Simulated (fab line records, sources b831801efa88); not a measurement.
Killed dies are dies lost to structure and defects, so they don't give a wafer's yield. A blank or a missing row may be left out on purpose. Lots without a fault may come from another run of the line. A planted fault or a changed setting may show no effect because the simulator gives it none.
fab line records | flow sfq_line
record lots=7 wafers=19 last_day=83
route steps=325 shown M2@88
lots that met no fault: from a run of the same line without faults
start_h: hours from the record's first day to the start of the lot's first wafer shown | wait_h: hours since the lot's step before | " the same as in the row above | L1.1+2: a row that stands for several wafers | - no value, or no start given | * or withheld: withheld | < > ~ a bound
route shown NAME@n: a module of which the file shows steps, and the number in the route of the first | usual: mean/standard deviation of fault-free wafers | same: alike in all rows | chamber/n: place in a boat | sites: the reading at each site | _std_site: their standard deviation | _edge_site: outer sites' mean less inner sites' | radius_mm: how far each site lies from the wafer's centre | mask NAME#n: copy n | behind: the tool/chamber that last shaped the wafer | hold: why the lot was held/for how many hours/how that ended | device: the transistor (n, p or np) that didn't switch | end of line: the same wafers' tests at the end of the route | a step without rows: its recipe alone | killed: dies lost to structure and defects at the first sort, not the wafer's yield | map: a wafer's dies, x killed, . not, _ none there
set.NAME: the setting as run; set.NAME@STEP: as run at that earlier step | model.NAME: the simulator's own value behind a step, which no gauge read
lots at some steps of the route; a table a step, a row a wafer
services: from which hour (start_h, from the record's first day; less than 0 if before it) a tool's chamber was out of use, for how many hours, and why
## steps
# step SFQ_TRILAYER_M2_DEP_PRE_CLEAN_056
# recipe gas=Ar time_s=22.5 bias_v=250
# step SFQ_TRILAYER_M2_DEP_SPUTTER_055
# recipe material=Nb base_pressure_pa=1.33e-06 chamber_pressure_pa=0.1333 substrate_temp_c=20 resputter_cathode_voltage_v=400 target_thk_nm=200 power_w=2000 time_s=133.3
# usual throttle_valve_pct=29.8/0.87
# columns lot.wafer tool chamber start_h wait_h throttle_valve_pct
L844.2 pvd_sputter-04 - 552.19 0.0 30.2
L844.4 " - " " 28.7
L844.6 " - " " 30.5
L848.1 pvd_sputter-03 - 631.62 0.0 31.9
L848.2 " - " " 29.4
L848.3 " - " " 30.3
L855.1 pvd_sputter-03 - 684.24 0.0 31.6
L855.3 " - " " 29.1
L855.4 " - " " 30.5
L856.1 pvd_sputter-04 - 695.02 0.0 29.2
L856.6 " - " " 29.4
L860.2 pvd_sputter-04 - 714.22 0.0 29.5
L860.6 " - " " 28.9
L861.3 pvd_sputter-03 - 721.42 0.0 29.2
L861.4 " - " " 29.3
L861.5 " - " " 28.8
L862.1 pvd_sputter-06 - 723.82 0.0 29.5
L862.2 " - " " 29.1
L862.3 " - " " 30.3
# step SFQ_M2_RS_MEAS_914
# recipe thk_meas_gauge=four-point-probe reads=Nb_of_TRILAYER_M2_DEP_SPUTTER_055
# usual M2_NB_RS=0.895/0.01
# columns lot.wafer tool chamber start_h wait_h M2_NB_RS[ohm/sq]
L844.2 film_metro-03 - 552.30 0.1 0.878
L844.4 " - " " 0.880
L844.6 " - " " 0.871
L848.1 film_metro-01 - 631.71 0.0 0.925
L848.2 " - " " 0.931
L848.3 " - " " 0.915
L855.1 film_metro-03 - 684.43 0.1 0.896
L855.3 " - " " 0.896
L855.4 " - " " 0.899
L856.1 film_metro-01 - 695.11 0.0 0.895
L856.6 " - " " 0.901
L860.2 film_metro-03 - 714.33 0.1 0.886
L860.6 " - " " 0.891
L861.3 film_metro-03 - 721.55 0.1 0.901
L861.4 " - " " 0.892
L861.5 " - " " 0.901
L862.1 film_metro-02 - 723.91 0.0 0.881
L862.2 " - " " 0.883
L862.3 " - " " 0.887
# step SFQ_TRILAYER_M2_LITHO_COAT_062
# recipe resist=BARC spin_rpm=3000 resist_thk_nm=62
# step SFQ_TRILAYER_M2_LITHO_COAT_057
# recipe resist=KrF spin_rpm=3000 resist_thk_nm=600
# step SFQ_TRILAYER_M2_LITHO_SOFTBAKE_061
# recipe temp_c=withheld time_s=withheld resist=KrF
# step SFQ_TRILAYER_M2_LITHO_EXPOSE_058
# recipe mask_id=M2 na=0.6 source_shape=conventional sigma_outer=0.65 target_cd_nm=500 dose_mj=14.4
# step SFQ_TRILAYER_M2_LITHO_PEB_060
# recipe peb_temp_c=115 peb_time_s=60 resist=KrF
# step SFQ_TRILAYER_M2_LITHO_DEVELOP_059
# recipe time_s=60 resist=KrF
# step SFQ_M2_OVL_MEAS_916
# usual M2_OVL=-1/5
# columns lot.wafer tool chamber start_h wait_h M2_OVL[nm]
L844.2 overlay-02 - 555.60 0.1 5
L844.4 " - " " 1
L844.6 " - " " 4
L848.1 overlay-01 - 634.67 0.1 0
L848.2 " - " " 0
L848.3 " - " " 0
L855.1 overlay-02 - 687.15 0.1 -2
L855.3 " - " " 4
L855.4 " - " " 3
L856.1 overlay-01 - 700.35 0.1 6
L856.6 " - " " 7
L860.2 overlay-01 - 718.47 0.1 -2
L860.6 " - " " -2
L861.3 overlay-02 - 736.37 0.1 -7
L861.4 " - " " -2
L861.5 " - " " -6
L862.1 overlay-02 - 738.75 0.1 -9
L862.2 " - " " -7
L862.3 " - " " -12
# step SFQ_TRILAYER_M2_BARC_OPEN_METAL_ETCH_077
# recipe mask_material=PR chemistry=O2 target_depth_nm=125 target=BARC icp_w=600 bias_w=80 pressure_mtorr=10 time_s=41.7
# usual bias_w=80.02/0.27 drypump_motor_current_A=5.6/0.43 he_backside_leak_sccm=3.54/0.24 oes_product_au=0.685/0.0039 run_length_s=69.8/0.68
# columns lot.wafer tool chamber start_h wait_h bias_w drypump_motor_current_A he_backside_leak_sccm oes_product_au rf_hours_counter_h run_length_s
L844.2 rie_metal-01 1 555.63 0.0 79.84 5.6 3.99 0.683 74 69.5
L844.4 " 1 " " 80.38 5.7 3.68 0.685 - 69.2
L844.6 " 0 " " 79.71 5.3 4.35 0.686 - 70.3
L848.1 rie_metal-03 1 634.70 0.0 79.85 5.0 3.69 0.680 5 69.9
L848.2 " 0 " " 80.11 5.9 3.58 0.693 74 69.9
L848.3 " 0 " " 80.02 5.9 3.86 0.683 - 70.0
L855.1 rie_metal-03 0 687.18 0.0 79.71 5.9 3.48 0.687 82 70.4
L855.3 " 0 " " 79.70 6.0 3.58 0.683 - 69.9
L855.4 " 1 " " 79.78 5.0 3.82 0.680 - 69.8
L856.1 rie_metal-03 1 700.38 0.0 79.64 5.0 3.36 0.679 16 69.2
L856.6 " 1 " " 80.19 5.0 3.20 0.686 - 69.8
L860.2 rie_metal-03 1 718.50 0.0 80.36 5.0 3.54 0.682 20 69.4
L860.6 " 0 " " 79.90 5.9 3.51 0.682 - 70.6
L861.3 rie_metal-04 0 736.41 0.0 79.71 6.2 3.19 0.684 - 69.3
L861.4 " 1 " " 79.53 5.3 3.66 0.689 - 69.0
L861.5 " 1 " " 79.59 5.3 3.38 0.685 - 69.1
L862.1 rie_metal-04 0 738.79 0.0 79.86 6.2 3.34 0.685 61 69.2
L862.2 " 1 " " 80.19 5.3 3.39 0.678 65 69.4
L862.3 " 0 " " 79.99 6.2 3.31 0.682 - 68.9
# step SFQ_TRILAYER_M2_ETCH_METAL_ETCH_060
# recipe target=Nb stop_on=SiO2 mask_material=PR chemistry=Cl2/Ar target_depth_nm=240 icp_w=600 bias_w=80 pressure_mtorr=10 time_s=120
# usual bias_w=80.00/0.24 drypump_motor_current_A=5.6/0.43 he_backside_leak_sccm=3.47/0.18 oes_product_au=0.892/0.0066 run_length_s=148.1/0.66
# columns lot.wafer tool chamber start_h wait_h bias_w drypump_motor_current_A he_backside_leak_sccm oes_product_au rf_hours_counter_h run_length_s model.KrF_of_TRILAYER_M2_LITHO_COAT_057.thk_nm
L844.2 rie_metal-01 1 555.69 0.0 80.22 5.7 3.50 0.897 74 147.9 383
L844.4 " 1 " " 80.04 5.7 3.64 0.901 - 147.8 385
L844.6 " 0 " " 80.07 5.3 3.52 0.898 - 147.9 382.2
L848.1 rie_metal-03 1 634.76 0.0 80.16 5.0 3.51 0.880 5 147.5 382.9
L848.2 " 0 " " 80.25 5.9 3.18 0.866 74 148.4 381.9
L848.3 " 0 " " 80.34 6.0 3.34 0.874 - 148.6 378.6
L855.1 rie_metal-03 0 687.24 0.0 - 5.9 3.65 0.965 82 139.7 389.5
L855.3 " 0 " " 79.92 6.0 3.57 0.893 - 148.4 378.6
L855.4 " 1 " " 80.36 5.0 3.52 0.895 - 147.8 382.4
L856.1 rie_metal-03 1 700.44 0.0 - 5.0 3.78 0.960 16 139.4 394.7
L856.6 " 1 " " - 5.0 3.81 0.958 - 138.9 396
L860.2 rie_metal-03 1 718.56 0.0 80.58 5.0 3.44 0.891 20 147.6 381.4
L860.6 " 0 " " - 5.9 3.47 0.974 - 140.3 389.9
L861.3 rie_metal-04 0 736.49 0.1 80.08 6.2 3.27 0.896 - 147.6 381.6
L861.4 " 1 " " 80.20 5.3 3.55 0.900 - 147.4 379.2
L861.5 " 1 " " 79.39 5.3 3.50 0.888 - 147.4 378.9
L862.1 rie_metal-04 0 738.85 0.0 80.27 6.2 3.48 0.896 61 147.7 384.6
L862.2 " 1 " " 79.87 5.3 3.27 0.898 65 147.6 382.5
L862.3 " 0 " " 80.18 6.2 3.40 0.887 - 147.2 385.1
# step SFQ_TRILAYER_M2_STRIP_STRIP_061
# recipe gas=O2 power_w=200 platen_temp_c=40 overash_fraction=0.65 chemistry=O2 pressure_mtorr=50
# usual drypump_motor_current_A=5.6/0.43 he_backside_leak_sccm=3.49/0.19 oes_product_au=1.000/0.006
# same overash_fraction=0.65
# columns lot.wafer tool chamber start_h wait_h drypump_motor_current_A he_backside_leak_sccm oes_product_au rf_hours_counter_h
L844.2 rie_metal-01 1 555.82 0.1 5.6 3.59 0.997 75
L844.4 " 1 " " 5.7 3.55 0.993 -
L844.6 " 0 " " 5.3 3.36 1.013 -
L848.1 rie_metal-03 1 634.89 0.1 5.0 3.31 0.994 6
L848.2 " 0 " " 5.9 3.70 1.004 74
L848.3 " 0 " " 6.0 3.55 1.009 -
L855.1 rie_metal-03 0 687.37 0.1 6.0 3.55 1.003 82
L855.3 " 0 " " 6.0 3.26 0.996 -
L855.4 " 1 " " 5.0 3.43 1.008 -
L856.1 rie_metal-03 1 700.57 0.1 5.0 3.18 1.008 16
L856.6 " 1 " " 5.0 3.38 0.998 -
L860.2 rie_metal-03 1 718.69 0.1 5.0 3.88 0.999 20
L860.6 " 0 " " 6.0 3.39 1.005 -
L861.3 rie_metal-04 0 736.78 0.2 6.2 3.48 0.989 -
L861.4 " 1 " " 5.3 3.65 1.019 -
L861.5 " 1 " " 5.3 3.58 0.996 -
L862.1 rie_metal-04 0 738.98 0.1 6.2 3.47 1.004 61
L862.2 " 1 " " 5.3 3.49 1.002 65
L862.3 " 0 " " 6.2 3.43 1.009 -
## services
# columns tool chamber start_h hours kind
pvd_sputter-06 - 556.88 7.3 repair
pvd_sputter-03 - 558.97 1.6 repair
pvd_sputter-06 - 569.20 4.4 repair
rie_metal-03 1 577.97 - clean
rie_metal-03 1 577.97 21.5 scheduled_down
rie_metal-03 1 577.97 21.5 vent_cycle
pvd_sputter-04 2 602.44 - consumable_replace:kit
pvd_sputter-04 2 602.44 18.0 scheduled_down
pvd_sputter-04 2 602.44 18.0 vent_cycle
rie_metal-03 0 616.56 1.3 repair
rie_metal-04 - 621.53 0.4 repair
pvd_sputter-03 - 653.90 15.0 repair
pvd_sputter-06 - 663.17 1.2 repair
pvd_sputter-06 0 686.13 - consumable_replace:kit
pvd_sputter-06 0 686.13 18.0 scheduled_down
pvd_sputter-06 0 686.13 18.0 vent_cycle
rie_metal-04 - 713.63 0.6 repair
pvd_sputter-04 - 720.94 2.4 repair
## key
first_sign step=SFQ_TRILAYER_M2_ETCH_METAL_ETCH_060 reading=run_length_s direction=down sigmas=13 usual=* struck=*
effect step=SFQ_TRILAYER_M2_ETCH_METAL_ETCH_060 reading=oes_product_au direction=up sigmas=11 usual=0.892 struck=0.964
model_effect step=SFQ_TRILAYER_M2_ETCH_METAL_ETCH_060 value=KrF_of_TRILAYER_M2_LITHO_COAT_057.thk_nm without=382.3 struck=392.5
met_at SFQ_TRILAYER_M2_ETCH_METAL_ETCH_060
struck_wafers L855.1,L856.1,L856.6,L860.6
onset_between 634.76 687.24
fault kind=process_parameter_drift tool=rie_metal-03 chamber=- onset_h=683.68 steps=SFQ_TRILAYER_M2_ETCH_METAL_ETCH_060 channel=time_s offset=* shape=step end_h=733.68 scope=struck_wafers_only acts_in=* stated=*
